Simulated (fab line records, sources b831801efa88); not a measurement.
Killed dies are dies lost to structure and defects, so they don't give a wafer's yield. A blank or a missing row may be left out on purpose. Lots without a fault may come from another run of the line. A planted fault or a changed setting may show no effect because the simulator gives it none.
Chamber matching | flow sfq_line | SFQ_TRILAYER_I1_CMP_CMP_046 on cmp-01: 4 sister chambers
The step polishes SiO2. 14 wafers are shown with their chamber, then 7 later ones without.

WAFERS WITH THEIR CHAMBER
wafer  | chamber | motor_current_A (A) | edge_zone_pressure_frac | time_to_endpoint_s (s)
L998.4 | 0       | 8.8                 | 1.009                   | 221
L998.3 | 2       | 9.7                 | 1.005                   | 216
L998.6 | 0       | 9.0                 | 1.008                   | 216
L999.3 | 1       | 9.6                 | 1.002                   | 224
L999.4 | 0       | 8.4                 | 1.002                   | 229
L999.5 | 2       | 10.8                | 1.000                   | 230
L109.2 | 3       | 10.8                | 0.999                   | 212
L109.3 | 1       | 9.8                 | 0.985                   | 218
L109.5 | 2       | 9.3                 | 1.000                   | 224
L110.1 | 0       | 8.9                 | 0.999                   | 224
L110.4 | 3       | 10.6                | 1.001                   | 225
L110.3 | 2       | 10.2                | 1.000                   | 226
L112.2 | 2       | 10.0                | 0.999                   | 218
L112.4 | 3       | 10.9                | 1.003                   | 221

SIGNATURES (means of the wafers above)
reading                 | chamber 0 | chamber 1 | chamber 2 | chamber 3 | scatter within a chamber
motor_current_A         | 8.775     | 9.700     | 10.000    | 10.767    | 0.392
edge_zone_pressure_frac | 1.00450   | 0.99350   | 1.00080   | 1.00100   | 0.00494
time_to_endpoint_s      | 222.50    | 221.00    | 222.80    | 219.33    | 5.73
Rule: a wafer's distance from a chamber is the root of the sum, over the readings, of the square of ((its reading less the chamber's mean) divided by the reading's scatter). The wafer belongs to the nearest chamber; if the next one is less than 2 further off, it can't be placed. The scatter: the root of (the sum of the squares of (reading less its chamber's mean) over the shown wafers, divided by (wafers less chambers)).

WAFERS WITHOUT THEIR CHAMBER
wafer  | motor_current_A (A) | edge_zone_pressure_frac | time_to_endpoint_s (s)
L112.6 | 8.4                 | 1.003                   | 211
L114.3 | 9.8                 | 0.996                   | 211
L114.5 | 9.8                 | 1.000                   | 227
L114.6 | 10.2                | 1.000                   | 223
L117.3 | 9.3                 | 1.000                   | 218
L117.4 | 10.0                | 1.008                   | 222
L117.5 | 9.7                 | 1.005                   | 216

WHICH CHAMBER EACH WENT THROUGH
wafer  | from the rows above               | in truth
L112.6 | can't be placed: 0 or 1           | 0
L114.3 | can't be placed: 1 or 2 or 3 or 0 | 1
L114.5 | can't be placed: 2 or 1 or 3 or 0 | 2
L114.6 | can't be placed: 2 or 3 or 1      | 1
L117.3 | can't be placed: 1 or 0 or 2      | 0
L117.4 | can't be placed: 2 or 3 or 1 or 0 | 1
L117.5 | can't be placed: 2 or 1 or 0 or 3 | 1
Placed correctly: 0 of 7. Can't be placed from these rows: 7 (the true chamber is among the candidates in 7). Placed wrongly: 0.
